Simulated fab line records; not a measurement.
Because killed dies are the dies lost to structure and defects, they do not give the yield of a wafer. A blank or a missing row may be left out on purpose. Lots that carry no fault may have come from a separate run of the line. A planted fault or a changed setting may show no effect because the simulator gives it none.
Which tool is to blame? ; flow sky130 ; 12 lots, 36 wafers sampled, at 3 steps of a route of 708

## WHAT THE GAUGES SHOWED, per wafer
SKY_VIA4_OVL_MEAS_11.
lot;measured;on;VIA4_OVL (nm)
L570;day 42 18:46;overlay-01;2.2 1.5 2.1
L571;day 42 22:59;overlay-01;-2.2 -1.8 -2.0
L572;day 43 10:53;overlay-02;1.6 0.6 0.3
L574;day 44 07:35;overlay-02;1.4 1.7 2.5
L575;day 44 13:26;overlay-01;-0.2 2.2 1.5
L576;day 44 17:22;overlay-01;-0.4 -0.3 0.2
L577;day 44 17:40;overlay-02;0.7 -1.0 0.0
L578;day 44 23:59;overlay-02;2.0 1.2 2.3
L579;day 45 03:55;overlay-01;1.1 1.6 1.0
L583;day 46 02:26;overlay-02;4.2 2.9 3.1
L591;day 48 06:02;overlay-01;0.3 0.5 0.4
L592;day 48 08:43;overlay-01;0.7 0.3 1.2

## WHICH TOOL RAN EACH LOT (tool, then ch and the chambers of the sampled wafers, then the start)
lot;SKY_VIA2_SPUTTER_20;SKY_VIA4_CMP_02
L570;pvd sputter-04, day 36 05:01;cmp-01 ch 2,3, day 41 18:58
L571;pvd sputter-02, day 36 12:10;cmp-02 ch 0,2, day 42 00:02
L572;pvd sputter-02, day 37 03:46;cmp-01 ch 0,1,3, day 42 12:41
L574;pvd sputter-04, day 38 00:22;cmp-01 ch 1,2,3, day 43 08:23
L575;pvd sputter-02, day 38 03:32;cmp-01 ch 0,1,2, day 43 15:01
L576;pvd sputter-02, day 38 09:37;cmp-01 ch 1,2, day 43 18:22
L577;pvd sputter-04, day 38 10:36;cmp-01 ch 0,1,2, day 43 19:23
L578;pvd sputter-03, day 38 19:10;cmp-01 ch 1,3, day 44 01:41
L579;pvd sputter-04, day 38 23:10;cmp-02 ch 2,3, day 44 06:23
L583;pvd sputter-02, day 40 02:25;cmp-01 ch 1,2,3, day 45 06:04
L591;pvd sputter-02, day 42 15:56;cmp-02 ch 1,2,3, day 47 10:59
L592;pvd sputter-04, day 42 19:45;cmp-02 ch 0,3, day 47 14:07
- SKY_VIA2_SPUTTER_20: material TiN, target thk 20 nm, time 80 s.
- SKY_VIA4_CMP_02: polishes SiO2.

## WHAT THE TOOLS THEMSELVES READ (means of the sampled wafers that have a number; where no wafer has one, the mark that the record gives instead)
SKY_VIA2_SPUTTER_20.
lot;tool;throttle valve pct (%)
L570;pvd sputter-04;30.0
L571;pvd sputter-02;30.5
L572;pvd sputter-02;29.5
L574;pvd sputter-04;30.6
L575;pvd sputter-02;30.2
L576;pvd sputter-02;30.8
L577;pvd sputter-04;31.1
L578;pvd sputter-03;30.6
L579;pvd sputter-04;30.4
L583;pvd sputter-02;31.0
L591;pvd sputter-02;30.2
L592;pvd sputter-04;31.4

SKY_VIA4_CMP_02.
lot;tool;head pressure psi (psi);motor current A (A);retaining ring pressure frac
L570;cmp-01;3.999;11.2;0.996
L571;cmp-02;4.005;11.2;0.999
L572;cmp-01;4.000;12.1;1.001
L574;cmp-01;4.004;11.7;0.998
L575;cmp-01;3.993;12.1;0.999
L576;cmp-01;4.003;11.9;0.991
L577;cmp-01;3.997;12.3;0.998
L578;cmp-01;3.996;11.4;1.002
L579;cmp-02;3.997;12.1;0.998
L583;cmp-01;3.996;11.8;0.999
L591;cmp-02;3.997;11.8;1.001
L592;cmp-02;4.004;11.7;0.997

## THE ANSWER, worked out from the rows above alone
Rule: what is usual is taken from the lots themselves. Put in order of their means at a reading, lots are off if they are a third of the lots or fewer, leave a main group of 4 or more, and stand apart from it by a gap of 3 or more times the standard deviation of the main group's means; of several such gaps the widest counts. A main group is skipped when, at the precision printed for the reading in the tables above, its means are all equal. Also off: a lot with no number at a reading for which 4 or more lots have one. Any other lot the step has rows for is counted as sound. The gauges are gone through in route order, then the tools' own readings, and for those a lot's mean is taken as printed above. The first step at which some lot is off is used, and at that step the reading that is off furthest; a lot without a number counts as furthest.
No lot is off at any reading shown: from this, nothing can be told.

## WHAT THE SIMULATOR HAD PUT IN
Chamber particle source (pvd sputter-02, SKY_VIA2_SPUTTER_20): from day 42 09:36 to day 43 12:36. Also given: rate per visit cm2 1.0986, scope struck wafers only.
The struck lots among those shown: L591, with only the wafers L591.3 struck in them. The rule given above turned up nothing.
